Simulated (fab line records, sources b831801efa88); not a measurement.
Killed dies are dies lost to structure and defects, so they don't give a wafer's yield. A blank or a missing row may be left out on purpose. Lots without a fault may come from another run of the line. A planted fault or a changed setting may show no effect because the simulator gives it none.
Problem report in the 8D (eight disciplines) form, filled by code | flow sky130 | the parts of the form that need people (team, actions taken, sign-off) are left out

1. THE PROBLEM
tube_center_temp_C at SKY_GATE_OXIDE_OXIDATION_16 reads a mean of 793 C on 6 wafers of 2 lots; wafers without a fault read 800 C with a standard deviation of 0.074. That is -88 standard deviations from the usual mean.
The step: stabilise 600 s, purge 300 s, target thk 3.57 nm.
First seen on wafer L713.2, day 17 19:12, on furnace-02. The record holds 18 wafers of 6 lots with a number at this step. Rule for "out", or "out of limits": more than 4 standard deviations from the usual mean. The other wafers with a number count as sound.

2. WHAT IT IS AND WHAT IT IS NOT
question                    | is                                                            | is not
which readings at this step | tube_center_temp_C, spike_tc_centre_C, tube_center_temp_C_max | -
which lots                  | L713, L715                                                    | L705, L722, L725, L726
which wafers of those lots  | all that have a number                                        | -
read on which tools         | furnace-02                                                    | furnace-01
when                        | from day 17 19:12                                             | up to then (3 sound wafers); but 9 sound wafers of L722, L725, L726 came after

3. SUSPECTS, AND WHAT RULES EACH OUT
Counting: a tool at a process step up to the reading stays a suspect if it ran every lot that is out and no sound lot after the first of them.
- plasma_asher-03 at SKY_GATE_OXIDE_STRIP_13 (strips in O2/N2): ruled out as a lasting fault. Sound lots L725 ran on it after its first lot that is out, L713 (day 17 16:57).
- furnace-02 at SKY_GATE_OXIDE_OXIDATION_16 (stabilise 600 s, purge 300 s, target thk 3.57 nm): kept. It ran every lot that is out, first L713 (day 17 19:12), and no sound lot after that; its last sound lot up to then is L705 (day 14 09:46). Its own readings are out on those wafers: spike_tc_centre_C, tube_center_temp_C, tube_center_temp_C_max.
Left after counting: furnace-02 at SKY_GATE_OXIDE_OXIDATION_16.

4. THE CAUSE (what the simulator had put in)
Process parameter drift: furnace-02, from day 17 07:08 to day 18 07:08, at SKY_GATE_OXIDE_OXIDATION_16. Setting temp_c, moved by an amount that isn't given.
Counting left only this tool.

5. THE CHAIN OF EFFECTS, in route order
Each row: a reading whose mean over the struck wafers that have a number lies more than 3 standard deviations from the usual. Only readings for which the record gives a usual standard deviation are gone through. hours: the time from each lot's start at the first step in this table that gives one to its start at this step, as a median over the lots. sigmas: the change in usual standard deviations.
hours | step                        | reading                | usual   | on struck wafers | change | sigmas
0     | SKY_GATE_OXIDE_OXIDATION_16 | spike_tc_bottom_C      | 821.3 C | 813.5            | -7.8   | -3.5
0     | SKY_GATE_OXIDE_OXIDATION_16 | spike_tc_centre_C      | 798.9 C | 791.7            | -7.2   | -5.2
0     | SKY_GATE_OXIDE_OXIDATION_16 | spike_tc_lower_C       | 800.8 C | 793.9            | -6.9   | -5.7
0     | SKY_GATE_OXIDE_OXIDATION_16 | spike_tc_upper_C       | 801.4 C | 794.4            | -7.0   | -4.7
0     | SKY_GATE_OXIDE_OXIDATION_16 | tube_center_temp_C     | 800 C   | 793              | -7     | -88
0     | SKY_GATE_OXIDE_OXIDATION_16 | tube_center_temp_C_max | 802.0   | 795.6            | -6.4   | -21
The process steps in it:
- SKY_GATE_OXIDE_OXIDATION_16: stabilise 600 s, purge 300 s, target thk 3.57 nm.

6. WHAT WOULD HAVE CAUGHT IT SOONER
In this record the first reading out of limits was taken at day 17 19:12, 12 hours after the fault began at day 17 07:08.
